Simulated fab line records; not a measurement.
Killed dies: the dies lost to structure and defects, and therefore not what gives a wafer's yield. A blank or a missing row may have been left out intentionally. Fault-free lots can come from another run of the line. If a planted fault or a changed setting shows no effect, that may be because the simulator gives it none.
Struck lot and sound lot, side by side    flow sky130    15 out of 708 route steps
Sound: these wafers, L862.2, L862.4, L862.6. Struck: wafer L866.3; the same lot's L866.2 was not struck, so it is left out; see the end for the cause.
Each step with rows lists, per side, the tool, then ch with its chambers, then its first start. Under that, the readings that differ: sound wafers    struck wafers    difference of the means    sigmas: that difference in standard deviations of wafers without a fault.
alike: readings with means less than 2 such deviations apart, plus words and numbers identical on both sides. not compared: withheld readings, readings lacking a value on some wafer, bounds such as >300 that could conceal the same value, and numbers that have no deviation in the record and whose values overlap.
A row with sigmas, a row that says differs or no value, or rows on one side alone: a step with any of these is where the two part. When numbers do not overlap yet have no deviation, they are printed without sigmas and do not part them. Lack of a reading on every wafer of one side parts them only where that side has two or more wafers.

first, 4 steps without rows for these wafers: SKY_LDD_P_SOFTBAKE_03 (time 60 s); SKY_LDD_P_EXPOSE_04 (exposes mask PSDM, target cd 380 nm); SKY_LDD_P_PEB_05; SKY_LDD_P_DEVELOP_06 (develop time 60 s).
SKY_LDD_P_CD_MEAS_07: the cd target is 380 nm.
  sound: cd_sem-02 at day 19 17:22; struck: cd_sem-02 at day 21 13:25
reading     sound              struck  difference  sigmas
cd_nm (nm)  378.9 378.9 377.7  385.3   +6.8        +2
SKY_LDD_P_OVL_MEAS_08:
  sound: overlay-02 at day 19 17:28; struck: overlay-02 at day 21 13:31
  alike: LDD_P_OVL
next, for these wafers, 1 step has no rows: SKY_LDD_P_IMPLANT_09.
SKY_LDD_P_STRIP_10: strips in O2/N2.
  sound on plasma_asher-03 ch 1, day 19 17:39; struck on plasma_asher-04 ch 0, day 21 13:42
reading                       sound              struck  difference  sigmas
n2_flow_sccm (sccm)           298.4 298.7 297.6  300.1   +1.9        +2
strip_time_to_endpoint_s (s)  14.18 14.21 14.17  14.06   -0.13       -3
  alike: drypump_motor_current_A, oes_product_au
  not compared: rf_hours_counter_h
SKY_LDD_P_TW_MEAS_11:
  sound: film_metro-04 at day 19 17:46; struck: film_metro-04 at day 21 13:49
  alike: LDD_P_TW
then, 3 steps without rows for these wafers: SKY_LDD_HVN_DEHYDRATE_00 (time 60 s); SKY_LDD_HVN_HMDS_01 (prime time 60 s); SKY_LDD_HVN_COAT_02 (resist thk 300 nm).
SKY_LDD_HVN_SOFTBAKE_03: time 60 s.
  sound on litho_track-03 ch 0, day 20 09:19; struck on litho_track-04 ch 0, day 22 04:28
reading                   sound              struck  difference  sigmas
heater_power_total_W (W)  56.61 56.65 56.52  58.08   +1.49       +37
run_length_s (s)          88.7 88.7 88.8     84.8    -3.9        -12
  alike: chill_plate_temp_C
  not compared: plate_temp_C
then, 1 step without rows for these wafers: SKY_LDD_HVN_EXPOSE_04 (exposes mask HVNTM, target cd 700 nm).
-- here the record skips 25 days between the struck wafers' starts before and after, leaving off in module LDD_HVN and picking up in module PAD_OPEN (first step shown: number 708 of the route) --
SKY_PAD_OPEN_PROBE_99:
  rows exist in the record for the struck wafers here (prober-01, day 47 11:28), but not for the sound ones

== WHERE THEY PART ==
Last at SKY_PAD_OPEN_PROBE_99 as far as this record goes, first at SKY_LDD_P_CD_MEAS_07.

WHY: what had been put in by the simulator
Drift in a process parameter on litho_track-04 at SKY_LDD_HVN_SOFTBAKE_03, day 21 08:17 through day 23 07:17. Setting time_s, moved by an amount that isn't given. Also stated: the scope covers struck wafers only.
